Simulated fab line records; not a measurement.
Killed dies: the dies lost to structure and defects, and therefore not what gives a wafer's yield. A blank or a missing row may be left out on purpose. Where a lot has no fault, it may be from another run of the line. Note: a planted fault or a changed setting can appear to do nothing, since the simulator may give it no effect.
Problem report, 8D (eight disciplines) form, completed by code || flow gf180mcu || the parts of the form that need people (team, actions taken, sign-off) are left out

1. THE PROBLEM
strip time to endpoint s at GF_M4_STRIP_17 reads a mean of 10.20 s on 6 wafers of 2 lots; wafers without a fault read 7.88 s with a standard deviation of 0.035. That is +66 standard deviations from the usual mean.
The step: strips in O2/N2.
The first sign was on wafer L218.2 at day 27 16:35, on plasma asher-04. At this step, 42 wafers from 14 lots have a number in the record. By rule, "out" or "out of limits" means more than 4 standard deviations away from the usual mean. The other wafers with a number count as sound.

2. WHAT IT IS, WHAT IT ISN'T
{"question": "which readings at this step", "is": "strip time to endpoint s, oes product au", "is not": "drypump motor current A, heater power w"}
{"question": "which lots", "is": "L218, L219", "is not": "L205, L206, L208, L209, L210, L212, L214, L223, L224, L225, L226, L227"}
{"question": "which wafers of those lots", "is": "all that have a number", "is not": "-"}
{"question": "read on which tools", "is": "plasma asher-03, plasma asher-04", "is not": "plasma asher-01"}
{"question": "when", "is": "from day 27 16:35", "is not": "up to then (21 sound wafers); but 15 sound wafers of L223, L224, L225, L226, L227 came after"}

3. WHAT RULES OUT EACH SUSPECT
Counting: a tool at a process step up to the reading stays a suspect if it ran every lot that is out and no sound lot after the first of them.
- cmp-01 at GF_V3_CMP_04 (polishes SiO2): ruled out as a lasting fault. The sound lots L224, L227 went through it after L218, its earliest lot that is out (day 25 20:10).
- pvd sputter-03 at GF_M4_SPUTTER_03 (material Ti, target thk 10 nm, time 6.7 s): kept. It processed each lot that is out, first L218 at day 26 19:38, and no sound lot thereafter; up to then, the last sound lot it processed was L210 at day 24 03:40.
- rie metal-01 at GF_M4_METAL_ETCH_16 (etches the open film in Cl2/BCl3, stops on SiO2, target depth 627.5 nm, time 104.6 s): ruled out as a lasting fault. The sound lots L227 went through it after L218, its earliest lot that is out (day 27 16:23).
After counting, what remains is pvd sputter-03 at GF_M4_SPUTTER_03.

4. THE CAUSE (what the simulator had put in)
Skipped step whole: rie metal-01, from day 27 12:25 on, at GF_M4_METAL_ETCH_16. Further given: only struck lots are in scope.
Counting ruled it out, wrongly: the rule takes a fault to strike every lot that its tool runs from its start on, and this one did not.

5. THE CHAIN OF EFFECTS, in route order
Rows list readings where the struck wafers' mean (over those with a number) sits beyond 3 standard deviations from the usual. Scope: only readings with a usual standard deviation given in the record; hours: median across lots of the time from each lot's start at the first step in this table that gives one to its start at this step; sigmas: change in usual standard deviations.
{"hours": 0, "step": "GF_M4_STRIP_17", "reading": "oes product au", "usual": "0.558 a.u.", "on struck wafers": 0.659, "change": "+0.101", "sigmas": "+20"}
{"hours": 0, "step": "GF_M4_STRIP_17", "reading": "strip time to endpoint s", "usual": "7.88 s", "on struck wafers": 10.20, "change": "+2.32", "sigmas": "+66"}
It contains these process steps:
- GF_M4_STRIP_17: strips in O2/N2.
Readings that are blank on the struck wafers while sound wafers have them: bcl3 flow sccm at GF_M4_METAL_ETCH_16; bias w at GF_M4_METAL_ETCH_16; drypump motor current A at GF_M4_METAL_ETCH_16; oes product au at GF_M4_METAL_ETCH_16; throttle valve pct at GF_M4_METAL_ETCH_16.

6. HOW IT WOULD HAVE BEEN CAUGHT EARLIER
The fault began at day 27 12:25; the first out-of-limits reading in this record came at day 27 16:35, 4 hours later.
At GF_M4_METAL_ETCH_16 the tool's readings are blank on the struck wafers, where sound wafers have them: an empty tool record is the first sign, and it was there at once.
